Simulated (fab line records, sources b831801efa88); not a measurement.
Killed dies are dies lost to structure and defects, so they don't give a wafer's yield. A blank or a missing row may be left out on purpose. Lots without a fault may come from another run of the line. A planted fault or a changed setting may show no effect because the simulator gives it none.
Tool commonality check | flow gf180mcu | 13 lots, 39 wafers sampled

WHY IT WAS OPENED
At GF_V1_CD_MEAS_14 the reading cd_nm is flagged on 2 of 13 lots. Wafers without a fault read 260.2 nm, standard deviation 1.1.
Rule: a lot is flagged when every wafer of it that has a number lies more than 4 standard deviations from that mean, or none has a number. The other lots count as sound.

lot  | measured     | on        | cd_nm (nm), wafer by wafer | flag
L145 | day 19 10:10 | cd_sem-02 | 261.3 261.0 260.9          |
L148 | day 20 15:10 | cd_sem-01 | 258.3 258.1 257.9          |
L149 | day 20 23:58 | cd_sem-02 | 250.1 249.4 249.1          | FLAGGED
L151 | day 21 21:22 | cd_sem-02 | 250.1 250.1 250.8          | FLAGGED
L156 | day 23 01:28 | cd_sem-02 | 259.9 260.6 260.4          |
L159 | day 24 12:01 | cd_sem-02 | 261.1 260.8 260.8          |
L160 | day 24 14:16 | cd_sem-01 | 259.5 259.5 258.5          |
L161 | day 24 22:50 | cd_sem-02 | 260.1 260.2 260.3          |
L162 | day 25 04:21 | cd_sem-01 | 258.0 259.5 259.0          |
L163 | day 25 13:38 | cd_sem-01 | 261.0 262.0 261.1          |
L164 | day 25 20:09 | cd_sem-02 | 259.1 259.1 259.7          |
L166 | day 26 11:44 | cd_sem-02 | 262.2 260.8 261.4          |
L167 | day 26 18:57 | cd_sem-02 | 260.6 260.4 260.6          |
The numbers of the flagged lots are 249.9 nm on average: -10.3 nm against the usual, or -9 standard deviations.

WHICH TOOL RAN EACH LOT
The record holds 2 process steps before the reading, out of a route of 602 steps. In each cell: the tool, then ch and the chambers that the sampled wafers went through, then the start.
lot  | flag    | GF_M1_SPUTTER_04             | GF_V1_SOFTBAKE_10
L145 |         | pvd_sputter-01, day 17 08:22 | litho_track-02 ch 0, day 18 21:00
L148 |         | pvd_sputter-01, day 18 11:53 | litho_track-02 ch 0, day 20 02:00
L149 | FLAGGED | pvd_sputter-03, day 18 20:58 | litho_track-02 ch 0, day 20 11:00
L151 | FLAGGED | pvd_sputter-04, day 19 18:08 | litho_track-02 ch 0, day 21 09:00
L156 |         | pvd_sputter-03, day 21 00:37 | litho_track-04 ch 0, day 22 12:00
L159 |         | pvd_sputter-04, day 22 12:49 | litho_track-02 ch 0, day 24 01:00
L160 |         | pvd_sputter-03, day 22 15:41 | litho_track-04 ch 0, day 24 03:00
L161 |         | pvd_sputter-04, day 23 00:02 | litho_track-02 ch 0, day 24 11:00
L162 |         | pvd_sputter-01, day 23 05:22 | litho_track-02 ch 0, day 24 17:00
L163 |         | pvd_sputter-01, day 23 16:19 | litho_track-02 ch 0, day 25 03:00
L164 |         | pvd_sputter-04, day 23 21:41 | litho_track-01 ch 0, day 25 08:00
L166 |         | pvd_sputter-01, day 24 14:09 | litho_track-02 ch 0, day 26 01:00
L167 |         | pvd_sputter-01, day 24 22:38 | litho_track-04 ch 0, day 26 08:00
What these steps do:
- GF_M1_SPUTTER_04: material TiN, target thk 50 nm, time 41.7 s.
- GF_V1_SOFTBAKE_10: time 60 s.
- GF_V1_CD_MEAS_14: target cd 260 nm.

FLAGGED OVER TOTAL, TOOL BY TOOL (the gauges that took the reading come last)
step              | tool           | lots run | flagged | share of the flagged lots | sound lots run after its first flagged lot
GF_M1_SPUTTER_04  | pvd_sputter-01 | 6        | 0       | none                      | -
GF_M1_SPUTTER_04  | pvd_sputter-03 | 3        | 1       | some                      | 2 (L156,L160)
GF_M1_SPUTTER_04  | pvd_sputter-04 | 4        | 1       | some                      | 3 (L159,L161,L164)
GF_V1_SOFTBAKE_10 | litho_track-01 | 1        | 0       | none                      | -
GF_V1_SOFTBAKE_10 | litho_track-02 | 9        | 2       | all                       | 5 (L159,L161,L162,L163,L166)
GF_V1_SOFTBAKE_10 | litho_track-04 | 3        | 0       | none                      | -
GF_V1_CD_MEAS_14  | cd_sem-01      | 4        | 0       | none                      | -
GF_V1_CD_MEAS_14  | cd_sem-02      | 9        | 2       | all                       | 6 (L156,L159,L161,L164,L166,L167)

WHAT THE TABLE ALLOWS
2 rows of the table ran every flagged lot: litho_track-02 at GF_V1_SOFTBAKE_10, cd_sem-02 at GF_V1_CD_MEAS_14.
- litho_track-02 at GF_V1_SOFTBAKE_10: 2 of its 9 lots flagged. Sound lots ran on it after the first flagged one (L159, L161, L162, L163, L166), which a lasting fault on the whole tool wouldn't allow. Its own readings lie more than 4 standard deviations out on every wafer of the flagged lots: heater_power_total_W, plate_temp_C.
- cd_sem-02 at GF_V1_CD_MEAS_14: 2 of its 9 lots flagged. Sound lots ran on it after the first flagged one (L156, L159, L161, L164, L166, L167), which a lasting fault on the whole tool wouldn't allow.
No row of the table ran every flagged lot and no sound lot after the first.

WHAT THE SIMULATOR HAD PUT IN
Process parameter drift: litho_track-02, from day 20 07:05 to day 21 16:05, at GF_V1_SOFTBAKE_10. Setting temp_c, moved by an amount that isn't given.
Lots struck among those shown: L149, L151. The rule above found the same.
